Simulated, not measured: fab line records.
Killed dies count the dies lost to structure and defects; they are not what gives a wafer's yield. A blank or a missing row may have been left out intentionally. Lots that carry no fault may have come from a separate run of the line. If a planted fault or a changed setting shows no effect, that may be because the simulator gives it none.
Comparing a struck lot with a sound one | flow sky130 | 16 steps out of a route of 708
Sound: these wafers, L979.3, L979.4, L979.5. Struck: wafer L971.1; the same lot's L971.4 was not struck, so it is left out; see the end for the cause.
For every step that has rows: the tool of each side, followed by ch and its chambers, followed by its first start. Under that, the readings that differ: sound wafers | struck wafers | difference of the means | sigmas: that difference in standard deviations of wafers without a fault.
alike: words and numbers the same on both sides, and readings whose means are apart by under 2 such deviations; not compared: readings that were withheld, readings missing a value for some wafer, numbers with overlapping values and no deviation given by the record, and bounds like >300 which may hide the same value.
A row with sigmas, a row that says differs or no value, or rows on one side alone: a step with any of these is where the two part. Numbers that have no deviation but don't overlap get no sigmas and don't part them. A reading missing from all wafers of one side parts the sides only when that side holds two or more wafers.

first, 4 steps without rows for these wafers: SKY_RES_XHIGH_EXPOSE_04 (exposes mask URPM, target cd 1270 nm); SKY_RES_XHIGH_PEB_05; SKY_RES_XHIGH_DEVELOP_06 (develop time 60 s); SKY_RES_XHIGH_IMPLANT_07.
SKY_RES_XHIGH_STRIP_08: strips in O2/N2.
  sound on plasma asher-02 ch 0,1, day 31 08:54; struck on plasma asher-04 ch 1, day 28 18:53
  reading                | sound | struck | difference                   | sigmas
  rf hours counter h (h) | - - - | 97     | no value on the sound wafers |
  alike: drypump motor current A, oes product au, strip time to endpoint s
SKY_RES_XHIGH_TW_MEAS_09:
  sound on film metro-04, day 31 08:59; struck on film metro-02, day 28 18:59
  alike: RES_XHIGH_TW
then, 6 steps without rows for these wafers: SKY_SD_N_DEHYDRATE_00 (time 60 s); SKY_SD_N_HMDS_01 (prime time 60 s); SKY_SD_N_COAT_02 (resist thk 1140 nm); SKY_SD_N_SOFTBAKE_03 (time 60 s); SKY_SD_N_EXPOSE_04 (exposes mask NSDM, target cd 380 nm); SKY_SD_N_PEB_05.
SKY_SD_N_DEVELOP_06: develop time 60 s.
  sound on litho track-03 ch 0, day 32 11:58; struck on litho track-01 ch 0, day 29 23:25
SKY_SD_N_CD_MEAS_07: target cd 380 nm.
  sound on cd sem-02, day 32 12:07; struck on cd sem-02, day 29 23:34
  reading    | sound             | struck | difference | sigmas
  cd nm (nm) | 377.3 378.6 377.6 | 273.3  | -104.5     | -45
SKY_SD_N_OVL_MEAS_08:
  sound on overlay-01, day 32 12:12; struck on overlay-02, day 29 23:41
  alike: SD_N_OVL
then, 1 step without rows for these wafers: SKY_PAD_OPEN_PROBE_99.

WHERE THEY PART
Earliest at SKY_RES_XHIGH_STRIP_08; latest, in this record, at SKY_SD_N_CD_MEAS_07. Later steps at which nothing parts them and some readings are alike: SKY_SD_N_OVL_MEAS_08.

WHY: what had been put in by the simulator
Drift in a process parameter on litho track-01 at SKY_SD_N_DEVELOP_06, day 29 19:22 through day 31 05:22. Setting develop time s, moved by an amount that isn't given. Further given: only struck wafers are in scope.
